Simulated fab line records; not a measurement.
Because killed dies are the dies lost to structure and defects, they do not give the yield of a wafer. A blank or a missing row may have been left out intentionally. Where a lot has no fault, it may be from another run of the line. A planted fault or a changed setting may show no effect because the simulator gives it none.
What tool caused it? / flow sky130 / 33 wafers from 11 lots sampled at 6 of the route's 708 steps

== WHAT THE GAUGES READ, wafer by wafer ==
SKY_GATE_OXIDE_OVL_MEAS_10. Usual: GATE_OXIDE_OVL typically reads 1.7 nm, with standard deviation 1.4.
lot=L987; measured=day 14 11:38; on=overlay-02; GATE_OXIDE_OVL (nm)=0.7 1.3 2.4; flag=
lot=L988; measured=day 14 22:20; on=overlay-02; GATE_OXIDE_OVL (nm)=3.8 2.6 2.9; flag=
lot=L992; measured=day 16 13:43; on=overlay-02; GATE_OXIDE_OVL (nm)=1.4 2.8 0.6; flag=
lot=L995; measured=day 17 12:46; on=overlay-01; GATE_OXIDE_OVL (nm)=3.4 2.5 1.5; flag=
lot=L996; measured=day 17 12:41; on=overlay-02; GATE_OXIDE_OVL (nm)=3.3 0.9 4.8; flag=
lot=L997; measured=day 17 17:59; on=overlay-01; GATE_OXIDE_OVL (nm)=-0.1 2.8 1.3; flag=
lot=L999; measured=day 18 16:38; on=overlay-02; GATE_OXIDE_OVL (nm)=-0.6 1.2 0.9; flag=
lot=L100; measured=day 19 01:53; on=overlay-01; GATE_OXIDE_OVL (nm)=2.3 3.4 3.0; flag=
lot=L101; measured=day 19 19:02; on=overlay-02; GATE_OXIDE_OVL (nm)=2.0 0.7 1.1; flag=
lot=L102; measured=day 19 23:40; on=overlay-02; GATE_OXIDE_OVL (nm)=1.2 0.8 0.1; flag=
lot=L103; measured=day 20 06:25; on=overlay-01; GATE_OXIDE_OVL (nm)=-0.4 -1.2 -1.2; flag=

SKY_POLY_GATE_THK_MEAS_01. Usual: POLY_GATE_CVD_00_THK typically reads 179.8 nm, with standard deviation 1.8.
lot=L987; measured=day 14 14:52; on=film metro-04; POLY_GATE_CVD_00_THK (nm)=180.2 181.9 179.4; flag=
lot=L988; measured=day 15 01:35; on=film metro-03; POLY_GATE_CVD_00_THK (nm)=181.8 180.0 181.0; flag=
lot=L992; measured=day 16 18:00; on=film metro-02; POLY_GATE_CVD_00_THK (nm)=176.4 177.1 176.4; flag=
lot=L995; measured=day 17 17:04; on=film metro-03; POLY_GATE_CVD_00_THK (nm)=177.0 176.6 176.6; flag=
lot=L996; measured=day 17 17:04; on=film metro-04; POLY_GATE_CVD_00_THK (nm)=178.5 179.1 179.9; flag=
lot=L997; measured=day 18 00:05; on=film metro-03; POLY_GATE_CVD_00_THK (nm)=175.0 176.9 176.1; flag=
lot=L999; measured=day 18 21:46; on=film metro-02; POLY_GATE_CVD_00_THK (nm)=181.1 180.1 179.3; flag=
lot=L100; measured=day 19 05:27; on=film metro-03; POLY_GATE_CVD_00_THK (nm)=181.2 180.0 179.7; flag=
lot=L101; measured=day 19 22:28; on=film metro-04; POLY_GATE_CVD_00_THK (nm)=156.8 156.9 159.4; flag=OFF
lot=L102; measured=day 20 03:12; on=film metro-03; POLY_GATE_CVD_00_THK (nm)=160.4 159.9 161.0; flag=OFF
lot=L103; measured=day 20 09:39; on=film metro-03; POLY_GATE_CVD_00_THK (nm)=159.7 160.9 159.5; flag=OFF

SKY_POLY_GATE_THK_MEAS_21. Usual: POLY_GATE_OXIDATION_THK typically reads 4.00 nm, with standard deviation 0.083.
lot=L987; measured=day 17 03:53; on=film metro-03; POLY_GATE_OXIDATION_THK (nm)=4.00 3.98 4.01; flag=
lot=L988; measured=day 17 14:20; on=film metro-04; POLY_GATE_OXIDATION_THK (nm)=4.02 3.99 3.91; flag=
lot=L992; measured=day 19 08:37; on=film metro-03; POLY_GATE_OXIDATION_THK (nm)=3.95 4.09 3.99; flag=
lot=L995; measured=day 20 11:02; on=film metro-03; POLY_GATE_OXIDATION_THK (nm)=3.94 3.92 3.96; flag=
lot=L996; measured=day 20 09:56; on=film metro-03; POLY_GATE_OXIDATION_THK (nm)=3.97 4.06 3.93; flag=
lot=L997; measured=day 20 15:47; on=film metro-02; POLY_GATE_OXIDATION_THK (nm)=4.08 4.08 4.05; flag=
lot=L999; measured=day 21 15:00; on=film metro-04; POLY_GATE_OXIDATION_THK (nm)=4.02 3.96 4.03; flag=
lot=L100; measured=day 21 21:59; on=film metro-02; POLY_GATE_OXIDATION_THK (nm)=4.20 4.18 4.14; flag=
lot=L101; measured=day 22 15:02; on=film metro-04; POLY_GATE_OXIDATION_THK (nm)=4.10 4.08 4.07; flag=
lot=L102; measured=day 22 20:23; on=film metro-04; POLY_GATE_OXIDATION_THK (nm)=4.13 3.99 3.99; flag=
lot=L103; measured=day 23 03:13; on=film metro-02; POLY_GATE_OXIDATION_THK (nm)=4.05 3.96 4.02; flag=

== TOOL THAT RAN EACH LOT (tool first, then ch and the chambers of the sampled wafers, then the start) ==
lot=L987; SKY_VT_ADJUST_PCH_STRIP_09=plasma asher-04 ch 0,1, day 10 21:28; SKY_POLY_GATE_CVD_00=lpcvd-01 ch 1, day 14 13:40; SKY_POLY_GATE_ETCH_17=rie si-02 ch 1,3, day 17 01:43
lot=L988; SKY_VT_ADJUST_PCH_STRIP_09=plasma asher-04 ch 0,1, day 11 13:13; SKY_POLY_GATE_CVD_00=lpcvd-01 ch 1, day 15 00:22; SKY_POLY_GATE_ETCH_17=rie si-01 ch 0,1, day 17 11:37
lot=L992; SKY_VT_ADJUST_PCH_STRIP_09=plasma asher-03 ch 0,1, day 12 20:25; SKY_POLY_GATE_CVD_00=lpcvd-01 ch 1, day 16 16:48; SKY_POLY_GATE_ETCH_17=rie si-02 ch 0,1,3, day 19 07:10
lot=L995; SKY_VT_ADJUST_PCH_STRIP_09=plasma asher-03 ch 0,1, day 13 16:13; SKY_POLY_GATE_CVD_00=lpcvd-01 ch 1, day 17 15:52; SKY_POLY_GATE_ETCH_17=rie si-02 ch 1,2,3, day 20 09:09
lot=L996; SKY_VT_ADJUST_PCH_STRIP_09=plasma asher-03 ch 0,1, day 13 18:22; SKY_POLY_GATE_CVD_00=lpcvd-01 ch 0, day 17 15:52; SKY_POLY_GATE_ETCH_17=rie si-01 ch 0,2,3, day 20 08:12
lot=L997; SKY_VT_ADJUST_PCH_STRIP_09=plasma asher-03 ch 0,1, day 13 22:55; SKY_POLY_GATE_CVD_00=lpcvd-01 ch 1, day 17 22:17; SKY_POLY_GATE_ETCH_17=rie si-02 ch 2,3, day 20 14:19
lot=L999; SKY_VT_ADJUST_PCH_STRIP_09=plasma asher-01 ch 0,1, day 14 20:16; SKY_POLY_GATE_CVD_00=lpcvd-01 ch 0, day 18 20:32; SKY_POLY_GATE_ETCH_17=rie si-02 ch 1,2,3, day 21 13:31
lot=L100; SKY_VT_ADJUST_PCH_STRIP_09=plasma asher-03 ch 0,1, day 15 02:01; SKY_POLY_GATE_CVD_00=lpcvd-01 ch 0, day 19 04:15; SKY_POLY_GATE_ETCH_17=rie si-01 ch 0,2,3, day 21 20:31
lot=L101; SKY_VT_ADJUST_PCH_STRIP_09=plasma asher-03 ch 0,1, day 15 18:42; SKY_POLY_GATE_CVD_00=lpcvd-01 ch 1, day 19 21:16; SKY_POLY_GATE_ETCH_17=rie si-02 ch 0,1,2, day 22 13:34
lot=L102; SKY_VT_ADJUST_PCH_STRIP_09=plasma asher-03 ch 1, day 15 23:04; SKY_POLY_GATE_CVD_00=lpcvd-01 ch 0, day 20 02:00; SKY_POLY_GATE_ETCH_17=rie si-01 ch 1,2,3, day 22 18:55
lot=L103; SKY_VT_ADJUST_PCH_STRIP_09=plasma asher-04 ch 0,1, day 16 05:33; SKY_POLY_GATE_CVD_00=lpcvd-01 ch 0, day 20 08:27; SKY_POLY_GATE_ETCH_17=rie si-02 ch 1,2,3, day 23 01:13
- SKY_VT_ADJUST_PCH_STRIP_09: strips in O2/N2.
- SKY_POLY_GATE_CVD_00: deposits poly-Si, target thk 180 nm, time 720 s.
- SKY_POLY_GATE_ETCH_17: etches poly-Si in HBr/Cl2, stops on SiO2, target depth 180 nm, time 70.5 s.

== AS READ BY THE TOOLS THEMSELVES (means over the sampled wafers that have a number; for cases with no such wafer, the mark the record gives instead) ==
SKY_VT_ADJUST_PCH_STRIP_09. Usual: drypump motor current A 5.53 A, standard deviation 0.3; oes product au 0.723 a.u., standard deviation 0.005; strip time to endpoint s 36.95 s, standard deviation 0.11.
lot=L987; tool=plasma asher-04; drypump motor current A (A)=5.52; oes product au (a.u.)=0.723; strip time to endpoint s (s)=37.18; flag=
lot=L988; tool=plasma asher-04; drypump motor current A (A)=5.38; oes product au (a.u.)=0.725; strip time to endpoint s (s)=37.07; flag=
lot=L992; tool=plasma asher-03; drypump motor current A (A)=5.55; oes product au (a.u.)=0.719; strip time to endpoint s (s)=37.03; flag=
lot=L995; tool=plasma asher-03; drypump motor current A (A)=5.52; oes product au (a.u.)=0.730; strip time to endpoint s (s)=36.80; flag=
lot=L996; tool=plasma asher-03; drypump motor current A (A)=5.52; oes product au (a.u.)=0.722; strip time to endpoint s (s)=36.90; flag=
lot=L997; tool=plasma asher-03; drypump motor current A (A)=5.55; oes product au (a.u.)=0.718; strip time to endpoint s (s)=36.95; flag=
lot=L999; tool=plasma asher-01; drypump motor current A (A)=5.83; oes product au (a.u.)=0.724; strip time to endpoint s (s)=36.86; flag=
lot=L100; tool=plasma asher-03; drypump motor current A (A)=5.36; oes product au (a.u.)=0.721; strip time to endpoint s (s)=36.86; flag=
lot=L101; tool=plasma asher-03; drypump motor current A (A)=5.53; oes product au (a.u.)=0.721; strip time to endpoint s (s)=37.05; flag=
lot=L102; tool=plasma asher-03; drypump motor current A (A)=5.72; oes product au (a.u.)=0.724; strip time to endpoint s (s)=36.95; flag=
lot=L103; tool=plasma asher-04; drypump motor current A (A)=5.56; oes product au (a.u.)=0.721; strip time to endpoint s (s)=36.80; flag=

SKY_POLY_GATE_CVD_00. Usual: spike tc bottom C 643.7 C, standard deviation 1.2; spike tc centre C 620.6 C, standard deviation 1; spike tc lower C 619.4 C, standard deviation 1.4; spike tc upper C 619.3 C, standard deviation 1.2; susceptor temp C 620.01 C, standard deviation 0.27; zone power upper pct 8.55 %, standard deviation 0.21.
lot=L987; tool=lpcvd-01; spike tc bottom C (C)=643.3; spike tc centre C (C)=621.1; spike tc lower C (C)=620.8; spike tc upper C (C)=618.5; susceptor temp C (C)=619.98; zone power upper pct (%)=8.41; flag=
lot=L988; tool=lpcvd-01; spike tc bottom C (C)=642.9; spike tc centre C (C)=620.0; spike tc lower C (C)=621.5; spike tc upper C (C)=618.5; susceptor temp C (C)=619.98; zone power upper pct (%)=8.46; flag=
lot=L992; tool=lpcvd-01; spike tc bottom C (C)=644.1; spike tc centre C (C)=621.4; spike tc lower C (C)=619.4; spike tc upper C (C)=618.5; susceptor temp C (C)=620.01; zone power upper pct (%)=8.46; flag=
lot=L995; tool=lpcvd-01; spike tc bottom C (C)=644.2; spike tc centre C (C)=621.0; spike tc lower C (C)=620.1; spike tc upper C (C)=619.6; susceptor temp C (C)=620.12; zone power upper pct (%)=8.37; flag=
lot=L996; tool=lpcvd-01; spike tc bottom C (C)=642.6; spike tc centre C (C)=620.1; spike tc lower C (C)=617.8; spike tc upper C (C)=620.1; susceptor temp C (C)=620.09; zone power upper pct (%)=8.75; flag=
lot=L997; tool=lpcvd-01; spike tc bottom C (C)=643.2; spike tc centre C (C)=621.4; spike tc lower C (C)=620.8; spike tc upper C (C)=619.2; susceptor temp C (C)=619.76; zone power upper pct (%)=8.34; flag=
lot=L999; tool=lpcvd-01; spike tc bottom C (C)=643.5; spike tc centre C (C)=620.3; spike tc lower C (C)=619.2; spike tc upper C (C)=620.3; susceptor temp C (C)=619.59; zone power upper pct (%)=8.68; flag=
lot=L100; tool=lpcvd-01; spike tc bottom C (C)=642.3; spike tc centre C (C)=619.5; spike tc lower C (C)=617.6; spike tc upper C (C)=619.4; susceptor temp C (C)=619.99; zone power upper pct (%)=8.72; flag=
lot=L101; tool=lpcvd-01; spike tc bottom C (C)=639.1; spike tc centre C (C)=614.5; spike tc lower C (C)=614.8; spike tc upper C (C)=613.9; susceptor temp C (C)=614.70; zone power upper pct (%)=8.26; flag=OFF
lot=L102; tool=lpcvd-01; spike tc bottom C (C)=638.5; spike tc centre C (C)=615.3; spike tc lower C (C)=613.0; spike tc upper C (C)=615.2; susceptor temp C (C)=614.91; zone power upper pct (%)=8.55; flag=OFF
lot=L103; tool=lpcvd-01; spike tc bottom C (C)=638.2; spike tc centre C (C)=615.0; spike tc lower C (C)=612.6; spike tc upper C (C)=614.7; susceptor temp C (C)=614.93; zone power upper pct (%)=8.66; flag=OFF

SKY_POLY_GATE_ETCH_17. Usual: drypump motor current A 5.8 A, standard deviation 0.54; he backside leak sccm 2.67 sccm, standard deviation 0.23; oes product au 0.987 a.u., standard deviation 0.0089; throttle valve pct 33.685 %, standard deviation 0.0094.
lot=L987; tool=rie si-02; drypump motor current A (A)=5.7; he backside leak sccm (sccm)=2.59; oes product au (a.u.)=0.993; throttle valve pct (%)=33.686; flag=
lot=L988; tool=rie si-01; drypump motor current A (A)=5.7; he backside leak sccm (sccm)=2.81; oes product au (a.u.)=0.991; throttle valve pct (%)=33.693; flag=
lot=L992; tool=rie si-02; drypump motor current A (A)=5.6; he backside leak sccm (sccm)=2.50; oes product au (a.u.)=0.979; throttle valve pct (%)=33.680; flag=
lot=L995; tool=rie si-02; drypump motor current A (A)=5.9; he backside leak sccm (sccm)=2.63; oes product au (a.u.)=0.981; throttle valve pct (%)=33.690; flag=
lot=L996; tool=rie si-01; drypump motor current A (A)=5.8; he backside leak sccm (sccm)=2.69; oes product au (a.u.)=0.983; throttle valve pct (%)=33.676; flag=
lot=L997; tool=rie si-02; drypump motor current A (A)=6.0; he backside leak sccm (sccm)=2.55; oes product au (a.u.)=0.977; throttle valve pct (%)=33.680; flag=
lot=L999; tool=rie si-02; drypump motor current A (A)=5.9; he backside leak sccm (sccm)=2.65; oes product au (a.u.)=0.987; throttle valve pct (%)=33.683; flag=
lot=L100; tool=rie si-01; drypump motor current A (A)=5.8; he backside leak sccm (sccm)=2.71; oes product au (a.u.)=0.987; throttle valve pct (%)=33.687; flag=
lot=L101; tool=rie si-02; drypump motor current A (A)=6.3; he backside leak sccm (sccm)=2.45; oes product au (a.u.)=0.903; throttle valve pct (%)=33.690; flag=OFF
lot=L102; tool=rie si-01; drypump motor current A (A)=5.7; he backside leak sccm (sccm)=2.76; oes product au (a.u.)=0.918; throttle valve pct (%)=33.685; flag=OFF
lot=L103; tool=rie si-02; drypump motor current A (A)=5.9; he backside leak sccm (sccm)=2.58; oes product au (a.u.)=0.917; throttle valve pct (%)=33.684; flag=OFF

== THE ANSWER, worked out from the rows above alone ==
Rule: a lot counts as off when the mean over its wafers that have a number is more than 3 standard deviations away from the usual mean. A lot without any number at a reading at which 4 lots or more have one is off too. The other lots that the step has rows for count as sound. After the gauges, taken in route order, come the tools' own readings; for these a lot's mean is taken, as printed above. At the first step where some lot is off, the reading lying furthest off is the one used; lots without a number count as furthest.
Off: L101, L102, L103, seen at SKY_POLY_GATE_THK_MEAS_01 (POLY_GATE_CVD_00_THK).
A tool fits if, at a process step before that reading, it ran every lot that is off, and no sound lot after the first of them. Not tried: the gauges at SKY_POLY_GATE_THK_MEAS_01; whatever is off there is also off at SKY_POLY_GATE_CVD_00, on other tools, and gauge error can't account for it. One fits: SKY_POLY_GATE_CVD_00 on lpcvd-01. Its last sound lot is L100 (day 19 04:15), its first lot that is off L101 (day 19 21:16): a fault that began between those two fits.
The tool's own readings at SKY_POLY_GATE_CVD_00 bear it out: on the lots that are off they differ by more than 5 times the standard deviation of the sound lots' means. spike tc bottom C reads 638.6 C there against 643.3 C on the sound lots; spike tc centre C reads 614.9 C there against 620.6 C on the sound lots; spike tc upper C reads 614.6 C there against 619.3 C on the sound lots; susceptor temp C reads 614.85 C there against 619.94 C on the sound lots.

== WHAT THE SIMULATOR HAD PUT IN ==
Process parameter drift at SKY_POLY_GATE_CVD_00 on lpcvd-01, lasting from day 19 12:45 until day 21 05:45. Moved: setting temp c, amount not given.
Lots struck among those shown: L101, L102, L103. The rule above found the same.
